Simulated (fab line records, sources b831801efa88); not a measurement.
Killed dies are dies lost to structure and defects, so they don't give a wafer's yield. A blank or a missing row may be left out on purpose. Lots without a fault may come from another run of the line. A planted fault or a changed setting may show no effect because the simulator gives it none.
Problem report in the 8D (eight disciplines) form, filled by code | flow sky130 | the parts of the form that need people (team, actions taken, sign-off) are left out

1. THE PROBLEM
strip_time_to_endpoint_s at SKY_METAL4_STRIP_19 reads a mean of 3.02 s on 4 wafers of 2 lots; wafers without a fault read 6.54 s with a standard deviation of 0.092. That is -38 standard deviations from the usual mean.
The step: strips in O2/N2.
First seen on wafer L614.2, day 44 15:04, on plasma_asher-02. The record holds 39 wafers of 13 lots with a number at this step. Rule for "out", or "out of limits": more than 4 standard deviations from the usual mean. The other wafers with a number count as sound.

2. WHAT IT IS AND WHAT IT IS NOT
question                    | is                                       | is not
which readings at this step | strip_time_to_endpoint_s, oes_product_au | drypump_motor_current_A
which lots                  | L614, L617                               | L604, L605, L606, L607, L608, L609, L616, L621, L622, L626, L627
which wafers of those lots  | L614.2, L614.6, L617.4, L617.5           | L614.4, L617.3
read on which tools         | plasma_asher-02                          | plasma_asher-01, plasma_asher-03
when                        | from day 44 15:04                        | up to then (19 sound wafers); but 16 sound wafers of L616, L617, L621, L622, L626, L627 came after

3. SUSPECTS, AND WHAT RULES EACH OUT
Counting: a tool at a process step up to the reading stays a suspect if it ran every lot that is out. Sound lots after the first of them don't rule it out here, since some wafers of a struck lot are sound.
- rie_metal-04 at SKY_METAL4_METAL_ETCH_18 (etches the open film in Cl2/BCl3, stops on SiO2, target depth 845 nm, time 183.1 s): kept. It ran every lot that is out, first L614 (day 44 14:53); its last sound lot up to then is L606 (day 42 16:35).
- plasma_asher-02 at SKY_METAL4_STRIP_19 (strips in O2/N2): kept. It ran every lot that is out, first L614 (day 44 15:04); its last sound lot up to then is L606 (day 42 16:44). Its own readings are out on those wafers: oes_product_au, strip_time_to_endpoint_s.
- Within rie_metal-04 at SKY_METAL4_METAL_ETCH_18: the wafers that are out ran in chamber 0; their sound lot-mates ran in chamber 1.
Left after counting: rie_metal-04 at SKY_METAL4_METAL_ETCH_18, plasma_asher-02 at SKY_METAL4_STRIP_19.

4. THE CAUSE (what the simulator had put in)
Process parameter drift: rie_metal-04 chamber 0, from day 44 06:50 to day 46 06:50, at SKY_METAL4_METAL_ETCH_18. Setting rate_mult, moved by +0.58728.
Counting left 2 suspects, and this tool is among them.

5. THE CHAIN OF EFFECTS, in route order
Each row: a reading whose mean over the struck wafers that have a number lies more than 3 standard deviations from the usual. Only readings for which the record gives a usual standard deviation are gone through. hours: the time from each lot's start at the first step in this table that gives one to its start at this step, as a median over the lots. sigmas: the change in usual standard deviations.
hours | step                | reading                  | usual      | on struck wafers | change | sigmas
0     | SKY_METAL4_STRIP_19 | oes_product_au           | 0.503 a.u. | 0.359            | -0.144 | -21
0     | SKY_METAL4_STRIP_19 | strip_time_to_endpoint_s | 6.54 s     | 3.02             | -3.52  | -38
The process steps in it:
- SKY_METAL4_STRIP_19: strips in O2/N2.

6. WHAT WOULD HAVE CAUGHT IT SOONER
In this record the first reading out of limits was taken at day 44 15:04, 8 hours after the fault began at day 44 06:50.
Of the tool readings at SKY_METAL4_METAL_ETCH_18 for which the record gives a usual standard deviation, none was out on any struck wafer, so an alarm limit of 4 standard deviations on them would not have fired.
Of the lots that are out (2), L617 began SKY_METAL4_METAL_ETCH_18 on rie_metal-04 after day 44 15:04. A hold on the tool at that time would have spared it.
